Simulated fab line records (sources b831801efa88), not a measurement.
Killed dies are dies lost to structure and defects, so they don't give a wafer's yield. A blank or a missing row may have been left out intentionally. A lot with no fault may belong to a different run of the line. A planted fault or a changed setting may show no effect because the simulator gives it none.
Struck lot and sound lot, side by side + flow sfq line + 20 out of 325 route steps
Sound: wafers L639.3, L639.4, L639.6. Struck: wafers L640.5, L640.6 (left out: L640.1, a lot-mate that was not struck); the cause follows at the end.
Per side, at each step with rows, come the tool, then ch with its chambers, and then its first start. Under that, the readings that differ: sound wafers + struck wafers + difference of the means + sigmas: that difference in standard deviations of wafers without a fault.
alike: words and numbers the same on both sides, and readings whose means are apart by under 2 such deviations; not compared: readings that were withheld, readings missing a value for some wafer, numbers with overlapping values and no deviation given by the record, and bounds like >300 which may hide the same value.
The two part at a step that has a row with sigmas, a row that says differs or no value, or rows on one side only. Non-overlapping numbers with no deviation appear without sigmas and do not part them. A reading missing from all wafers of one side parts the sides only when that side holds two or more wafers.

first, 2 steps without rows for these wafers: SFQ_TRILAYER_I1_VIA_LITHO_PEB_052 (peb time 60 s); SFQ_TRILAYER_I1_VIA_LITHO_DEVELOP_051 (time 60 s).
SFQ_I1_OVL_MEAS_913:
  sound on overlay-01 at day 27 06:02; struck on overlay-02 at day 27 16:22
  alike: I1_OVL
SFQ_TRILAYER_I1_VIA_BARC_OPEN_VIA_ETCH_071: etches BARC in O2, target depth 125 nm, time 41.7 s.
  sound on rie diel-01 ch 1,3, day 27 06:03; struck on rie diel-03 ch 2,3, day 27 16:24
  alike: drypump motor current A, oes product au
  not compared: rf hours counter h
SFQ_TRILAYER_I1_VIA_ETCH_VIA_ETCH_052: etches SiO2 in CHF3, stops on Nb, target depth 260 nm.
  sound on rie diel-01 ch 1,3, day 27 06:05; struck on rie diel-03 ch 2,3, day 27 16:26
| reading               | sound             | struck      | difference | sigmas |
|-----------------------|-------------------|-------------|------------|--------|
| oes product au (a.u.) | 0.851 0.842 0.853 | 0.864 0.857 | +0.012     | +2     |
  alike: drypump motor current A
SFQ_TRILAYER_I1_VIA_STRIP_STRIP_053: strips in O2.
  sound on rie metal-01 ch 0,1, day 27 06:24; struck on rie metal-01 ch 0,1, day 27 16:33
  alike: drypump motor current A, oes product au
  not compared: rf hours counter h
then, 2 steps without rows for these wafers: SFQ_TRILAYER_I1_VIA_STRIP_SOLV_CLEAN_054 (cleans in NMP, time 600 s); SFQ_TRILAYER_M2_DEP_PRE_CLEAN_056 (time 22.5 s).
SFQ_TRILAYER_M2_DEP_SPUTTER_055: material Nb, target thk 200 nm, time 133.3 s.
  sound on pvd sputter-05 at day 27 07:01; struck on pvd sputter-03 at day 27 17:22
  alike: resputter cathode voltage v, throttle valve pct
SFQ_M2_RS_MEAS_914: measures by four-point-probe.
  sound on film metro-04 at day 27 07:08; struck on film metro-02 at day 27 17:31
  alike: M2_NB_RS
then, 1 step without rows for these wafers: SFQ_TRILAYER_M2_LITHO_COAT_062 (resist thk 62 nm).
SFQ_TRILAYER_M2_LITHO_COAT_057: resist thk 600 nm.
  sound on litho track-03 ch 0, day 27 07:41; struck on litho track-04 ch 0, day 27 17:59
| reading                                             | sound           | struck    | difference | sigmas |
|-----------------------------------------------------|-----------------|-----------|------------|--------|
| model.KrF_of_TRILAYER_M2_LITHO_COAT_057.thk nm (nm) | 600 598.9 600.4 | 577.2 577 | -22.7      |        |
then, 4 steps without rows for these wafers: SFQ_TRILAYER_M2_LITHO_SOFTBAKE_061; SFQ_TRILAYER_M2_LITHO_EXPOSE_058 (exposes mask M2, target cd 500 nm); SFQ_TRILAYER_M2_LITHO_PEB_060 (peb time 60 s); SFQ_TRILAYER_M2_LITHO_DEVELOP_059 (time 60 s).
-- the record jumps here: 5 days lie between the struck wafers' starts before and after --
SFQ_M2_OVL_MEAS_916:
  sound on overlay-01 at day 32 05:49; struck on overlay-01 at day 32 15:31
  alike: M2_OVL
then, 1 step without rows for these wafers: SFQ_TRILAYER_M2_BARC_OPEN_METAL_ETCH_077 (etches BARC in O2, target depth 125 nm, time 41.7 s).
SFQ_TRILAYER_M2_ETCH_METAL_ETCH_060: etches Nb in Cl2/Ar, stops on SiO2, target depth 240 nm, time 120 s.
  sound on rie metal-03 ch 0,1, day 32 05:56; struck on rie metal-04 ch 0,1, day 32 15:37
| reading                                             | sound           | struck    | difference | sigmas |
|-----------------------------------------------------|-----------------|-----------|------------|--------|
| drypump motor current A (A)                         | 5.2 5.1 5.1     | 5.7 5.9   | +0.7       | +2     |
| model.KrF_of_TRILAYER_M2_LITHO_COAT_057.thk nm (nm) | 384.7 379 380.7 | 355 361.2 | -23        |        |
  alike: oes product au
  not compared: rf hours counter h
SFQ_TRILAYER_M2_STRIP_STRIP_061: strips in O2.
  sound on rie metal-03 ch 0,1, day 32 06:13; struck on rie metal-04 ch 0,1, day 32 15:44
  alike: drypump motor current A, oes product au
  not compared: rf hours counter h

WHERE THEY PART
Last at SFQ_TRILAYER_M2_ETCH_METAL_ETCH_060 as far as this record goes, first at SFQ_TRILAYER_I1_VIA_ETCH_VIA_ETCH_052. Later steps at which nothing parts them and some readings are alike: SFQ_TRILAYER_M2_STRIP_STRIP_061.

WHY: what had been put in by the simulator
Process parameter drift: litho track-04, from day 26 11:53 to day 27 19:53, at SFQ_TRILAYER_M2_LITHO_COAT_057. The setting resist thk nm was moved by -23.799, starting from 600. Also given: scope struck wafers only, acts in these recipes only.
